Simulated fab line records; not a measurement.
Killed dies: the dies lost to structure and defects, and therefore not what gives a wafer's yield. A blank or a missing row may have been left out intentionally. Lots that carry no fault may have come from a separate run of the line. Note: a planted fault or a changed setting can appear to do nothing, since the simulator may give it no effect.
One fault seen from 2 desks	flow sky130	each desk holds nothing but its own numbers, with what lay behind them at the end

== AT THE METROLOGY DESK ==
What the gauges read, lot by lot, whatever tool the lot ran on: means of the sampled wafers that have a number. Any lot whose mean is over 4 standard deviations away from the usual mean is out of limits and marked OUT; that distance is given in the brackets.
Columns: A = VIA1_W_RS at SKY_VIA1_RS_MEAS_22, usual 0.426 ohm/sq; B = cd nm at SKY_METAL2_CD_MEAS_15, usual 140.2 nm
lot	first seen here	A	B
L283	day 34 03:39	0.429	139.3
L284	day 35 02:46	0.428	139.9
L286	day 35 13:34	0.428	139.1
L288	day 35 15:31	0.433	140.2
L289	day 36 09:10	0.428	139.1
L294	day 37 17:55	0.425	142.6
L298	day 38 18:49	0.426	141.1
L300	day 39 07:57	0.428	142.3
L303	day 40 01:50	0.418	139.3
L305	day 40 12:26	0.426	141.3
This desk's finding: nothing out of limits on any of the 10 lots.

== THE TOOL OWNER'S DESK: rie diel-03 ==
The tool's own readings at SKY_VIA2_ETCH_14 (etches BARC in N2/H2, stops on SiO2, time 45.9 s, target depth 60 nm): means of the sampled wafers that have a number, for each lot that ran on this tool. Any lot whose mean is over 4 standard deviations away from the usual mean is out of limits and marked OUT; that distance is given in the brackets.
Columns: A = chamber pressure mTorr at SKY_VIA2_ETCH_14, usual 30.001 mTorr; B = drypump motor current A at SKY_VIA2_ETCH_14, usual 6.0 A; C = oes product au at SKY_VIA2_ETCH_14, usual 0.854 a.u.; D = run length s at SKY_VIA2_ETCH_14, usual 74.2 s; E = throttle valve pct at SKY_VIA2_ETCH_14, usual 13.225 %
lot	first seen here	A	B	C	D	E
L284	day 37 09:33	29.990	5.7	0.855	74.5	13.224
L289	day 38 16:10	29.977	6.0	0.854	74.1	13.226
L294	day 39 21:44	29.998	5.9	0.755 (-21) OUT	85.9 (+23) OUT	13.219
L298	day 40 21:20	30.003	5.7	0.754 (-21) OUT	86.2 (+24) OUT	13.207
This desk finds L294, L298 out of limits, L294 being first, at day 39 21:44 (oes product au at SKY_VIA2_ETCH_14). L284, L289 stayed within limits.

== ALL TOGETHER ==
The tool owner's desk could have raised an alarm at day 39 21:44, on L294, L298.
Nothing out of limits was seen by the metrology desk.
The metrology desk has L294, L298 on record, within its limits.
SKY_VIA2_ETCH_14 was run on rie diel-03 by each of the lots named.

== WHAT THE SIMULATOR HAD PUT IN ==
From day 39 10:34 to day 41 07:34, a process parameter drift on rie diel-03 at SKY_VIA2_ETCH_14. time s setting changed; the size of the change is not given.
Shown lots that were struck: L294, L298.
How many hours passed from the start of the fault until each desk's first out-of-limits reading: the tool owner's desk, 11.
